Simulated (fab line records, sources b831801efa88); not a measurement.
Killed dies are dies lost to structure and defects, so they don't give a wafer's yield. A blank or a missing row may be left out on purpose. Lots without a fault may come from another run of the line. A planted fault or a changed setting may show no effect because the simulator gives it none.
One fault seen from 2 desks | flow sky130 | each desk has only its own numbers; what lay behind them comes last

THE METROLOGY DESK
What the gauges read, lot by lot, whatever tool the lot ran on: means of the sampled wafers that have a number. A lot is out of limits, marked OUT, if its mean lies more than 4 standard deviations from the usual mean; the brackets give that distance.
Columns: A = cd_nm at SKY_FIELD_ISO_CD_MEAS_13, usual 150.1 nm; B = FIELD_ISO_OXIDATION_01_THK at SKY_FIELD_ISO_THK_MEAS_23, usual 10.07 nm; C = FIELD_ISO_CVD_24_THK at SKY_FIELD_ISO_THK_MEAS_25, usual 595 nm
lot  | first seen here | A     | B     | C
L967 | day 3 07:01     | 149.6 | 9.80  | 601
L971 | day 4 04:47     | 149.9 | 9.95  | 596
L976 | day 5 10:31     | 148.7 | 10.05 | 583
L977 | day 5 15:02     | 151.1 | 10.06 | 595
L978 | day 5 19:16     | 148.6 | 9.98  | 585
L983 | day 6 17:39     | 152.3 | 10.18 | 591
This desk's finding: nothing out of limits on any of the 6 lots.

THE TOOL OWNER'S DESK: wet_bench-01
The tool's own readings at SKY_FIELD_ISO_WET_ETCH_18 (etches Si3N4 in H3PO4, target depth 25 nm, time 286 s): means of the sampled wafers that have a number, for each lot that ran on this tool. A lot is out of limits, marked OUT, if its mean lies more than 4 standard deviations from the usual mean; the brackets give that distance.
Columns: A = run_length_s at SKY_FIELD_ISO_WET_ETCH_18, usual 313 s
lot  | first seen here | A
L971 | day 4 05:10     | 312
L976 | day 5 10:55     | 60 (-70) OUT
L977 | day 5 15:25     | 58 (-71) OUT
This desk's finding: out of limits on L976, L977; first on L976, day 5 10:55 (run_length_s at SKY_FIELD_ISO_WET_ETCH_18). In limits: L971.

PUT TOGETHER
The tool owner's desk could have raised an alarm at day 5 10:55, on L976, L977.
The metrology desk saw nothing out of limits.
The metrology desk has L976, L977 on record, within its limits.
Of the lots named, all ran SKY_FIELD_ISO_WET_ETCH_18 on wet_bench-01.

WHAT THE SIMULATOR HAD PUT IN
Process parameter drift: wet_bench-01, from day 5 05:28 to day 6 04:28, at SKY_FIELD_ISO_WET_ETCH_18. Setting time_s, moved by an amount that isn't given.
Lots struck among those shown: L976, L977.
Hours from the fault's start to each desk's first reading out of limits: the tool owner's desk, 5.
